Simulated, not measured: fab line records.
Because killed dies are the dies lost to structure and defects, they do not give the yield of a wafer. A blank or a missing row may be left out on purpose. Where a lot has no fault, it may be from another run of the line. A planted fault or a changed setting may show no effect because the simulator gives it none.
A lot that was struck, set against a sound lot -- flow gf180mcu -- 24 out of 602 route steps
Sound: the wafers L276.2, L276.5, L276.6. The struck wafers were L278.2, L278.4, L278.5. Last of all comes the cause.
Each step with rows lists, per side, the tool, then ch with its chambers, then its first start. Under that, the readings that differ: sound wafers -- struck wafers -- difference of the means -- sigmas: that difference in standard deviations of wafers without a fault.
alike: a reading whose means differ by less than 2 such deviations, as well as words and numbers matching on both sides. not compared: withheld readings; readings where some wafer has no value; bounds like >300 that might hide an equal value; numbers whose values overlap and for which the record gives no deviation.
Wherever a step has rows on one side only, a row that says differs or no value, or a row with sigmas, the two part there. Numbers that don't overlap but have no deviation are shown without sigmas and don't part them. A reading that every wafer of one side lacks parts them only if that side has two wafers or more.

GF_M5_STRIP_11: strips in O2/N2.
  sound on plasma asher-01 ch 0,1, day 27 19:49; struck on plasma asher-01 ch 0,1, day 29 01:50
  alike: drypump motor current A, heater power w, n2 flow sccm, oes product au, strip time to endpoint s
  not compared: rf hours counter h
then, 3 steps without rows for these wafers: GF_M5_STRIP_12 (strips in post etch residue remover, time 1200 s); GF_M5_CLEAN_13 (cleans in DIW); GF_V5_CVD_00 (deposits SiO2, target thk 300 nm, time 50 s).
GF_V5_THK_MEAS_01:
  sound: film metro-03 at day 27 20:25; struck: film metro-02 at day 29 02:46
  alike: V5_CVD_00_THK
GF_V5_CVD_02: deposits SiO2 from TEOS, target thk 1450 nm, time 163.28 s.
  sound on pecvd-04 ch 1,2, day 27 20:28; struck on pecvd-04 ch 0, day 29 02:49
  alike: heater power w
GF_V5_THK_MEAS_03:
  sound: film metro-02 at day 27 20:35; struck: film metro-04 at day 29 02:59
  alike: V5_CVD_02_THK
GF_V5_CMP_04: polishes SiO2.
  sound on cmp-01 ch 0,1,3, day 27 20:47; struck on cmp-02 ch 1,3, day 29 03:05
  alike: motor current A, slurry flow ml min
GF_V5_BOW_MEAS_05:
  sound: film metro-02 at day 27 20:57; struck: film metro-03 at day 29 03:22
  alike: V5_BOW
then, 3 steps without rows for these wafers: GF_V5_DEHYDRATE_06 (time 60 s); GF_V5_HMDS_07 (prime time 60 s); GF_V5_COAT_08.
GF_V5_COAT_09: resist thk 1000 nm.
  sound on litho track-02 ch 0, day 28 06:00; struck on litho track-02 ch 0, day 29 13:00
reading,sound,struck,difference,sigmas
model.KrF_of_V5_COAT_09.thk nm (nm),1002 999.7 999.1,1040 1038 1039,+39,
  alike: resist line temp C
then, 3 steps without rows for these wafers: GF_V5_SOFTBAKE_10 (time 60 s); GF_V5_EXPOSE_11 (exposes mask Via5, target cd 260 nm); GF_V5_PEB_12 (peb time 90 s).
GF_V5_DEVELOP_13: develop time 60 s.
  sound on litho track-04 ch 0, day 28 16:53; struck on litho track-02 ch 0, day 29 21:57
reading,sound,struck,difference,sigmas
developer temp C (C),21.22 21.04 20.96,20.79 20.90 20.86,-0.22,-2
model.KrF_of_V5_COAT_09.thk nm (nm),986.7 984.7 984.2,1025 1023 1024,+39,
  alike: resist line temp C
GF_V5_CD_MEAS_14: target cd 260 nm.
  sound: cd sem-01 at day 28 17:02; struck: cd sem-01 at day 29 22:06
  alike: cd nm
GF_V5_OVL_MEAS_15:
  sound: overlay-02 at day 28 17:08; struck: overlay-02 at day 29 22:12
  alike: V5_OVL
GF_V5_ETCH_16: etches BARC in N2/H2.
  sound on rie diel-01 ch 0,1,2, day 28 17:10; struck on rie diel-02 ch 2,3, day 29 22:14
  alike: bias w, drypump motor current A, n2 flow sccm, oes product au, throttle valve pct
GF_V5_ETCH_17: etches SiO2 in C4F8/O2/Ar, stops on TiN, target depth 855 nm.
  sound: rie diel-01 ch 0,1,2; struck: rie diel-02 ch 2,3
  alike: bias w, oes product au
GF_V5_STRIP_18: strips in O2/N2.
  sound on plasma asher-01 ch 0,1, day 28 17:19; struck on plasma asher-03 ch 1, day 29 22:23
reading,sound,struck,difference,sigmas
oes product au (a.u.),0.572 0.568 0.566,0.591 0.577 0.586,+0.016,+4
  alike: drypump motor current A, heater power w, n2 flow sccm
  not compared: rf hours counter h
then, 1 step without rows for these wafers: GF_V5_STRIP_19 (strips in post etch residue remover, time 1200 s).
GF_PASSIVATION_PROBE_99:
  the record has rows for the struck wafers here (prober-01, day 31 15:13) and none for the sound ones

== WHERE THEY PART ==
Last at GF_PASSIVATION_PROBE_99 as far as this record goes, first at GF_V5_DEVELOP_13.

WHY: what the simulator had put in
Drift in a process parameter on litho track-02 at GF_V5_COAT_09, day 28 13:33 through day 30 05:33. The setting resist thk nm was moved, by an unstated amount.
